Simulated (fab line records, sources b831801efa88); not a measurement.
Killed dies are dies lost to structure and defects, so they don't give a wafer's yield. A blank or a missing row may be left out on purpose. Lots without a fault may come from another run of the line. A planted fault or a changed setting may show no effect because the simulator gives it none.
Chamber matching | flow sky130 | SKY_VIA1_ETCH_15 on rie_diel-01: 4 sister chambers
The step etches SiO2 in C4F8/O2/Ar, stops on TiN, target depth 351 nm, time 54 s. 8 wafers are shown with their chamber, then 12 later ones without.

WAFERS WITH THEIR CHAMBER
wafer  | chamber | oes_product_au (a.u.) | bias_w (W)
L081.3 | 3       | 0.989                 | 1199
L082.4 | 2       | 0.979                 | 1202
L082.6 | 2       | 0.984                 | 1196
L084.3 | 1       | 0.986                 | 1197
L084.6 | 0       | 0.983                 | 1200
L085.2 | 1       | 0.991                 | 1205
L085.3 | 0       | 0.992                 | 1203
L085.5 | 3       | 0.988                 | 1205

WAFERS WITHOUT THEIR CHAMBER
wafer  | oes_product_au (a.u.) | bias_w (W)
L089.1 | 0.977                 | 1197
L089.2 | 0.991                 | 1196
L089.3 | 0.977                 | 1206
L091.3 | 0.969                 | 1199
L091.4 | 0.980                 | 1199
L091.5 | 0.993                 | 1203
L092.2 | 0.983                 | 1200
L092.4 | 0.990                 | 1208
L092.6 | 0.974                 | 1200
L094.3 | 0.980                 | 1203
L094.4 | 0.991                 | 1197
L094.5 | 0.974                 | 1194

WHICH CHAMBER EACH WENT THROUGH
wafer  | from the rows above               | in truth
L089.1 | can't be placed: 2 or 0 or 1 or 3 | 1
L089.2 | can't be placed: 1 or 3 or 0 or 2 | 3
L089.3 | can't be placed: 2 or 0 or 3 or 1 | 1
L091.3 | can't be placed: 2 or 0 or 1 or 3 | 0
L091.4 | can't be placed: 2 or 0 or 1 or 3 | 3
L091.5 | can't be placed: 3 or 1 or 0 or 2 | 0
L092.2 | can't be placed: 2 or 0 or 1 or 3 | 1
L092.4 | can't be placed: 3 or 0 or 1 or 2 | 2
L092.6 | can't be placed: 2 or 0 or 1 or 3 | 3
L094.3 | can't be placed: 2 or 0 or 3 or 1 | 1
L094.4 | can't be placed: 1 or 3 or 0 or 2 | 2
L094.5 | can't be placed: 2 or 0 or 1 or 3 | 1
Placed correctly: 0 of 12. Can't be placed from these rows: 12 (the true chamber is among the candidates in 12). Placed wrongly: 0.
How it was worked out, from the rows above alone: a wafer's distance from a chamber is the root of the sum, over the readings, of the square of ((its reading less the chamber's mean) divided by the reading's scatter). The wafer belongs to the nearest chamber; if the next one is less than 2 further off, it can't be placed. A chamber's mean is the mean of its shown wafers. The scatter: the root of (the sum of the squares of (reading less its chamber's mean) over the shown wafers, divided by (wafers less chambers)).
